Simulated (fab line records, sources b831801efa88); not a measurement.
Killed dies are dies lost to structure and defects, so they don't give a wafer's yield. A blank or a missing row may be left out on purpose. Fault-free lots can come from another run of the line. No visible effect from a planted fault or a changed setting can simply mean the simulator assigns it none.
The tool behind it: which one? | flow gf180mcu | 10 lots with 30 wafers sampled at 6 steps, on a route of 602 steps

== WHAT EACH GAUGE READ, for each wafer ==
GF_V5_RS_MEAS_24: measurement is done with a four-point probe. Usual: V5_W_RS 0.326 ohm/sq, standard deviation 0.0037.
lot  | measured     | on            | V5_W_RS (ohm/sq)  | flag
L630 | day 27 02:11 | film_metro-02 | 0.328 0.327 0.328 |
L631 | day 27 10:55 | film_metro-02 | 0.327 0.329 0.326 |
L632 | day 27 19:29 | film_metro-02 | 0.327 0.323 0.328 |
L639 | day 30 01:58 | film_metro-02 | 0.331 0.184 0.328 | OFF
L641 | day 30 11:11 | film_metro-02 | 0.181 0.327 0.322 | OFF
L645 | day 31 17:06 | film_metro-02 | 0.334 0.333 0.334 |
L649 | day 32 13:32 | film_metro-02 | 0.331 0.326 0.327 |
L648 | day 32 14:18 | film_metro-03 | 0.324 0.323 0.327 |
L651 | day 33 02:22 | film_metro-03 | 0.320 0.319 0.323 |
L653 | day 33 15:34 | film_metro-01 | 0.320 0.320 0.321 |

GF_V5_THK_MEAS_25: measures by xrf. Usual: V5_W_THK 358 nm, standard deviation 4.4.
lot  | measured     | on            | V5_W_THK (nm) | flag
L630 | day 27 02:17 | film_metro-02 | 357 358 359   |
L631 | day 27 11:02 | film_metro-02 | 363 358 362   |
L632 | day 27 19:36 | film_metro-02 | 360 367 358   |
L639 | day 30 02:05 | film_metro-02 | 358 - 361     |
L641 | day 30 11:17 | film_metro-02 | - 359 367     |
L645 | day 31 17:13 | film_metro-02 | 354 353 353   |
L649 | day 32 13:40 | film_metro-02 | 353 359 358   |
L648 | day 32 14:25 | film_metro-03 | 356 358 353   |
L651 | day 33 02:29 | film_metro-03 | 360 357 355   |
L653 | day 33 15:41 | film_metro-01 | 363 364 364   |

== EACH LOT AND THE TOOL THAT RAN IT (in order: tool; ch and the chambers of the sampled wafers; start) ==
lot  | GF_MIM_STRIP_20                      | GF_M5_METAL_ETCH_10               | GF_V5_ETCH_17                                 | GF_V5_CVD_23
L630 | plasma_asher-03 ch 0,1, day 25 04:49 | rie_metal-02 ch 1, day 26 02:59   | rie_diel-01 ch 1,2, day 27 02:03 or earlier   | cvd_w-01 ch 0,1, day 27 02:03
L631 | plasma_asher-04 ch 0,1, day 25 14:07 | rie_metal-04 ch 0,1, day 26 11:56 | rie_diel-02 ch 2,3, day 27 10:49 or earlier   | cvd_w-01 ch 0,1, day 27 10:49
L632 | plasma_asher-01 ch 0,1, day 25 23:59 | rie_metal-04 ch 0,1, day 26 21:05 | rie_diel-04 ch 0,1,3, day 27 19:22 or earlier | cvd_w-02 ch 0,1, day 27 19:22
L639 | plasma_asher-03 ch 0,1, day 28 09:49 | rie_metal-02 ch 0,1, day 29 05:32 | rie_diel-01 ch 0,1,2, day 30 01:51 or earlier | cvd_w-02 ch 0,1, day 30 01:51
L641 | plasma_asher-03 ch 0,1, day 28 18:48 | rie_metal-04 ch 0,1, day 29 14:28 | rie_diel-02 ch 0,1,3, day 30 11:05 or earlier | cvd_w-02 ch 0,1, day 30 11:05
L645 | plasma_asher-01 ch 0,1, day 30 03:26 | rie_metal-02 ch 0,1, day 30 21:17 | rie_diel-04 ch 0,2,3, day 31 16:59 or earlier | cvd_w-01 ch 0,1, day 31 16:59
L649 | plasma_asher-04 ch 0,1, day 31 00:24 | rie_metal-02 ch 0,1, day 31 18:23 | rie_diel-02 ch 0,1,3, day 32 13:26 or earlier | cvd_w-01 ch 0,1, day 32 13:26
L648 | plasma_asher-03 ch 0,1, day 31 01:52 | rie_metal-04 ch 0,1, day 31 19:20 | rie_diel-04 ch 2,3, day 32 14:11 or earlier   | cvd_w-01 ch 0,1, day 32 14:11
L651 | plasma_asher-03 ch 0,1, day 31 14:25 | rie_metal-03 ch 0,1, day 32 07:44 | rie_diel-02 ch 2,3, day 33 02:16 or earlier   | cvd_w-02 ch 0,1, day 33 02:16
L653 | plasma_asher-04 ch 0,1, day 32 04:12 | rie_metal-04 ch 0,1, day 32 20:56 | rie_diel-04 ch 0,1,2, day 33 15:27 or earlier | cvd_w-02 ch 0,1, day 33 15:27
- GF_MIM_STRIP_20: strips in O2/N2.
- GF_M5_METAL_ETCH_10: etches the open film in Cl2/BCl3, stops on SiO2, target depth 627.5 nm, time 104.6 s.
- GF_V5_ETCH_17: etches SiO2 in C4F8/O2/Ar, stops on TiN, target depth 855 nm.
- GF_V5_CVD_23: deposits W, target thk 350 nm, time 104.9 s.

== WHAT THE TOOLS THEMSELVES READ (means of the sampled wafers that have a number; where no wafer has one, the mark that the record gives instead) ==
GF_MIM_STRIP_20. Usual: drypump_motor_current_A 5.6 A, standard deviation 0.43; heater_power_w 333 W, standard deviation 28; oes_product_au 0.692 a.u., standard deviation 0.0049; strip_time_to_endpoint_s 11.24 s, standard deviation 0.035.
lot  | tool            | drypump_motor_current_A (A) | heater_power_w (W) | oes_product_au (a.u.) | strip_time_to_endpoint_s (s) | flag
L630 | plasma_asher-03 | 5.6                         | 301                | 0.690                 | 11.26                        |
L631 | plasma_asher-04 | 5.2                         | 337                | 0.693                 | 11.27                        |
L632 | plasma_asher-01 | 5.7                         | 352                | 0.701                 | 11.30                        |
L639 | plasma_asher-03 | 6.0                         | 312                | 0.691                 | 11.23                        |
L641 | plasma_asher-03 | 5.6                         | 295                | 0.691                 | 11.22                        |
L645 | plasma_asher-01 | 5.8                         | 345                | 0.692                 | 11.26                        |
L649 | plasma_asher-04 | 5.3                         | 355                | 0.690                 | 11.20                        |
L648 | plasma_asher-03 | 6.0                         | 312                | 0.691                 | 11.23                        |
L651 | plasma_asher-03 | 6.0                         | 313                | 0.691                 | 11.20                        |
L653 | plasma_asher-04 | 5.3                         | 352                | 0.692                 | 11.25                        |

GF_M5_METAL_ETCH_10. Usual: drypump_motor_current_A 5.5 A, standard deviation 0.42; oes_product_au 0.971 a.u., standard deviation 0.0064; throttle_valve_pct 28.251 %, standard deviation 0.01.
lot  | tool         | drypump_motor_current_A (A) | oes_product_au (a.u.) | throttle_valve_pct (%) | flag
L630 | rie_metal-02 | 5.1                         | 0.968                 | 28.252                 |
L631 | rie_metal-04 | 5.8                         | 0.966                 | 28.261                 |
L632 | rie_metal-04 | 6.0                         | 0.971                 | 28.247                 |
L639 | rie_metal-02 | 5.4                         | 0.968                 | 28.259                 |
L641 | rie_metal-04 | 6.0                         | 0.970                 | 28.259                 |
L645 | rie_metal-02 | 5.2                         | 0.976                 | 28.237                 |
L649 | rie_metal-02 | 5.2                         | 0.975                 | 28.247                 |
L648 | rie_metal-04 | 5.7                         | 0.975                 | 28.258                 |
L651 | rie_metal-03 | 5.4                         | 0.975                 | 28.240                 |
L653 | rie_metal-04 | 5.7                         | 0.966                 | 28.254                 |

GF_V5_ETCH_17. Usual: oes_product_au 0.860 a.u., standard deviation 0.0044.
lot  | tool        | oes_product_au (a.u.) | flag
L630 | rie_diel-01 | 0.857                 |
L631 | rie_diel-02 | 0.856                 |
L632 | rie_diel-04 | 0.858                 |
L639 | rie_diel-01 | 0.863                 |
L641 | rie_diel-02 | 0.859                 |
L645 | rie_diel-04 | 0.858                 |
L649 | rie_diel-02 | 0.861                 |
L648 | rie_diel-04 | 0.862                 |
L651 | rie_diel-02 | 0.861                 |
L653 | rie_diel-04 | 0.863                 |

GF_V5_CVD_23. Usual: heater_power_w 813 W, standard deviation 98.
lot  | tool     | heater_power_w (W) | flag
L630 | cvd_w-01 | 829                |
L631 | cvd_w-01 | 748                |
L632 | cvd_w-02 | 804                |
L639 | cvd_w-02 | 802                |
L641 | cvd_w-02 | 872                |
L645 | cvd_w-01 | 747                |
L649 | cvd_w-01 | 751                |
L648 | cvd_w-01 | 823                |
L651 | cvd_w-02 | 791                |
L653 | cvd_w-02 | 869                |

== THE ANSWER, worked out from the rows above alone ==
Rule: take the mean of a lot's wafers that have a number; if it is more than 3 standard deviations from the usual mean, the lot is off. A lot without any number at a reading at which 4 lots or more have one is off too. Any other lot the step has rows for is counted as sound. After the gauges, taken in route order, come the tools' own readings; for these a lot's mean is taken, as printed above. At the first step where some lot is off, the reading lying furthest off is the one used; lots without a number count as furthest.
Off: L639, L641, seen at GF_V5_RS_MEAS_24 (V5_W_RS).
A tool fits if, at a process step before that reading, it ran every lot that is off, and no sound lot after the first of them. The gauges at GF_V5_RS_MEAS_24 are tried like those tools. GF_V5_ETCH_17 gives no start for some lots, so the hours and the order of its lots are those of GF_V5_CVD_23. Of those tried, none fits.

== WHAT THE SIMULATOR HAD INSERTED ==
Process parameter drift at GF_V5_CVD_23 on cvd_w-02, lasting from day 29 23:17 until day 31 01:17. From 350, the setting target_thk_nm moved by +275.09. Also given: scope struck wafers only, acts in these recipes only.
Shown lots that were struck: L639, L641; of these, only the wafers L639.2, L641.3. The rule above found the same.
